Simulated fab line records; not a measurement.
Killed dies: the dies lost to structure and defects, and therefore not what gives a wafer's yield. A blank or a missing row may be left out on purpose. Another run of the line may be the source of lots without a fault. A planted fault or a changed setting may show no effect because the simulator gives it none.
A struck lot beside a sound one | flow gf180mcu | 13 steps out of a route of 602
Sound: wafers L660.1, L660.5, L660.6. The struck wafers were L654.2, L654.3, L654.5. The cause is given at the end.
Order at every step that has rows: each side's tool, ch and its chambers, its first start. Under that, the readings that differ: sound wafers | struck wafers | difference of the means | sigmas: that difference in standard deviations of wafers without a fault.
alike: same words and numbers on both sides, and readings whose means sit less than 2 such deviations apart. not compared: any withheld reading, any reading some wafer has no value for, any bound like >300 that may hide the same value, and any number with overlapping values for which the record gives no deviation.
The two part at a step that has a row with sigmas, a row that says differs or no value, or rows on one side only. Non-overlapping numbers with no deviation appear without sigmas and do not part them. Lack of a reading on every wafer of one side parts them only where that side has two or more wafers.

first, 1 step without rows for these wafers: GF_VT_IMPLANT_IMPLANT_41.
GF_VT_IMPLANT_STRIP_42: strips in O2/N2.
  sound on plasma-asher-03 ch 0,1, day 12 16:11; struck on plasma-asher-04 ch 0,1, day 11 01:47
  reading                      | sound             | struck            | difference | sigmas
  strip-time-to-endpoint-s (s) | 12.66 12.66 12.70 | 12.61 12.57 12.58 | -0.09      | -2
  alike: drypump-motor-current-A, heater-power-w, oes-product-au
  not compared: rf-hours-counter-h
GF_VT_IMPLANT_TW_MEAS_43:
  sound on film-metro-02 at day 12 16:17; struck on film-metro-02 at day 11 01:54
  alike: VT_IMPLANT_4_TW
then, 1 step without rows for these wafers: GF_VT_IMPLANT_CLEAN_44 (cleans in SC1/SC2, time 150 s).
GF_VT_IMPLANT_RTA_45: time 30 s.
  sound on rtp-anneal-02 ch 0, day 12 16:24; struck on rtp-anneal-02 ch 0, day 11 02:01
  alike: lamp-power-pct, wafer_temp_C_max
GF_VT_IMPLANT_RS_MEAS_46: measures by four-point-probe.
  sound on film-metro-04 at day 12 16:30; struck on film-metro-03 at day 11 02:07
  alike: MVSD_RS
GF_VT_IMPLANT_RS_MEAS_47: measures by four-point-probe.
  sound on film-metro-04 at day 12 16:37; struck on film-metro-03 at day 11 02:14
  reading           | sound             | struck            | difference | sigmas
  NWELL_RS (ohm/sq) | 486.5 485.7 486.9 | 489.5 489.5 488.8 | +2.9       | +2
GF_VT_IMPLANT_RS_MEAS_48: measures by four-point-probe.
  sound on film-metro-04 at day 12 16:44; struck on film-metro-03 at day 11 02:22
  alike: LVPWELL_RS
GF_VT_IMPLANT_RS_MEAS_49: measures by four-point-probe.
  sound on film-metro-04 at day 12 16:52; struck on film-metro-03 at day 11 02:29
  reading           | sound          | struck         | difference | sigmas
  MVPSD_RS (ohm/sq) | 1164 1162 1168 | 1174 1174 1174 | +9         | +3
then, 3 steps without rows for these wafers: GF_VT_IMPLANT_WET_ETCH_50 (etches SiO2 in dHF, target depth 20 nm, time 400 s); GF_DUAL_GATE_CLEAN_00 (cleans in SC1/SC2, time 150 s); GF_DUAL_GATE_CLEAN_01 (cleans in dHF, time 20 s).
GF_DUAL_GATE_OXIDATION_02: stabilise 600 s, purge 300 s, target thk 10.887 nm.
  struck on furnace-02, day 11 04:35; sound on furnace-01 ch 0, day 12 17:10
  no value came back on the struck wafers for ox-temp-c (C), ox-temp-c-max; on the sound wafers ox-temp-c (C) reads 900.1 899.7 900.1

## WHERE THEY PART
First at GF_VT_IMPLANT_STRIP_42; last, within this record, at GF_DUAL_GATE_OXIDATION_02.

WHY: the cause the simulator had injected
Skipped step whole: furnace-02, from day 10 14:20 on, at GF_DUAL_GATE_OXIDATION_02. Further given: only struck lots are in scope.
